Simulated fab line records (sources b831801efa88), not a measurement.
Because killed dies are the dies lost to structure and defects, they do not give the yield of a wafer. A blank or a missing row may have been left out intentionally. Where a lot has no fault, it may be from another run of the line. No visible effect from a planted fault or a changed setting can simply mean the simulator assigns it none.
Comparing a struck lot with a sound one :: flow sky130 :: 18 steps out of a route of 708
Sound: these wafers, L412.1, L412.2, L412.3. Wafers struck: L422.1, L422.3, L422.6. The cause is named last.
Order at every step that has rows: each side's tool, ch and its chambers, its first start. Under that, the readings that differ: sound wafers :: struck wafers :: difference of the means :: sigmas: that difference in standard deviations of wafers without a fault.
alike: a reading whose means differ by less than 2 such deviations, as well as words and numbers matching on both sides. not compared: withheld readings; readings where some wafer has no value; bounds like >300 that might hide an equal value; numbers whose values overlap and for which the record gives no deviation.
The two part at a step that has a row with sigmas, a row that says differs or no value, or rows on one side only. Numbers that don't overlap but have no deviation are shown without sigmas and don't part them. Lack of a reading on every wafer of one side parts them only where that side has two or more wafers.

first, 1 step without rows for these wafers: SKY_POLY_CUT_DEVELOP_07 (develop time 60 s).
SKY_POLY_CUT_CD_MEAS_08: the cd target is 270 nm.
  struck on cd_sem-01, day 28 12:15; sound on cd_sem-02, day 24 16:10
  alike: cd_nm
SKY_POLY_CUT_OVL_MEAS_09:
  struck on overlay-01, day 28 12:22; sound on overlay-02, day 24 16:17
  alike: POLY_CUT_OVL
SKY_POLY_CUT_ETCH_10: etches BARC in N2/H2, stops on SiO2, time 45.9 s, target depth 60 nm.
  sound on rie_diel-01 ch 0,2,3, day 24 16:20; struck on rie_diel-03 ch 0,1,2, day 28 12:25
  alike: drypump_motor_current_A, oes_product_au, throttle_valve_pct
  not compared: rf_hours_counter_h
SKY_POLY_CUT_ETCH_11: etches Si3N4 in CF4/CH2F2/Ar, stops on poly-Si, time 42.5 s, target depth 60 nm.
  sound on rie_diel-01 ch 0,2,3, day 24 16:22; struck on rie_diel-03 ch 0,1,2, day 28 12:27
  alike: drypump_motor_current_A, oes_product_au, throttle_valve_pct
  not compared: rf_hours_counter_h
SKY_POLY_CUT_STRIP_12: strips in O2/N2.
  sound on plasma_asher-04 ch 0,1, day 24 16:25; struck on plasma_asher-04 ch 0,1, day 28 12:29
  alike: drypump_motor_current_A, oes_product_au, strip_time_to_endpoint_s
  not compared: rf_hours_counter_h
then, 6 steps without rows for these wafers: SKY_SD_P_DEHYDRATE_00 (time 60 s); SKY_SD_P_HMDS_01 (prime time 60 s); SKY_SD_P_COAT_02 (resist thk 1140 nm); SKY_SD_P_SOFTBAKE_03 (time 60 s); SKY_SD_P_EXPOSE_04 (exposes mask PSDM, target cd 380 nm); SKY_SD_P_PEB_05.
SKY_SD_P_DEVELOP_06: develop time 60 s.
  sound on litho_track-02 ch 0, day 25 21:06; struck on litho_track-01 ch 0, day 29 16:28
SKY_SD_P_CD_MEAS_07: the cd target is 380 nm.
  struck on cd_sem-01, day 29 16:37; sound on cd_sem-01, day 25 21:15
reading: cd_nm (nm)
sound: 380.6 379.5 379.8
struck: - - -
difference: no value on the struck wafers
sigmas: 
SKY_SD_P_OVL_MEAS_08:
  struck on overlay-02, day 29 16:44; sound on overlay-01, day 25 21:22
reading: SD_P_OVL (nm)
sound: -0.6 0.6 0.0
struck: - - -
difference: no value on the struck wafers
sigmas: 
next, for these wafers, 1 step has no rows: SKY_SD_P_IMPLANT_09.
SKY_SD_P_STRIP_10: strips in O2/N2.
  sound on plasma_asher-03 ch 0,1, day 25 21:34; struck on plasma_asher-04 ch 0,1, day 29 16:55
  alike: drypump_motor_current_A, oes_product_au, strip_time_to_endpoint_s
  not compared: rf_hours_counter_h
SKY_SD_P_TW_MEAS_11:
  struck on film_metro-04, day 29 17:14; sound on film_metro-03, day 25 21:40
reading: SD_P_TW
sound: 2884 2872 2854
struck: 31 30 30
difference: -2840
sigmas: -99 or more
  not compared: hold

== WHERE THEY PART ==
First at SKY_SD_P_CD_MEAS_07; last, within this record, at SKY_SD_P_TW_MEAS_11.

WHY: what the simulator had put in
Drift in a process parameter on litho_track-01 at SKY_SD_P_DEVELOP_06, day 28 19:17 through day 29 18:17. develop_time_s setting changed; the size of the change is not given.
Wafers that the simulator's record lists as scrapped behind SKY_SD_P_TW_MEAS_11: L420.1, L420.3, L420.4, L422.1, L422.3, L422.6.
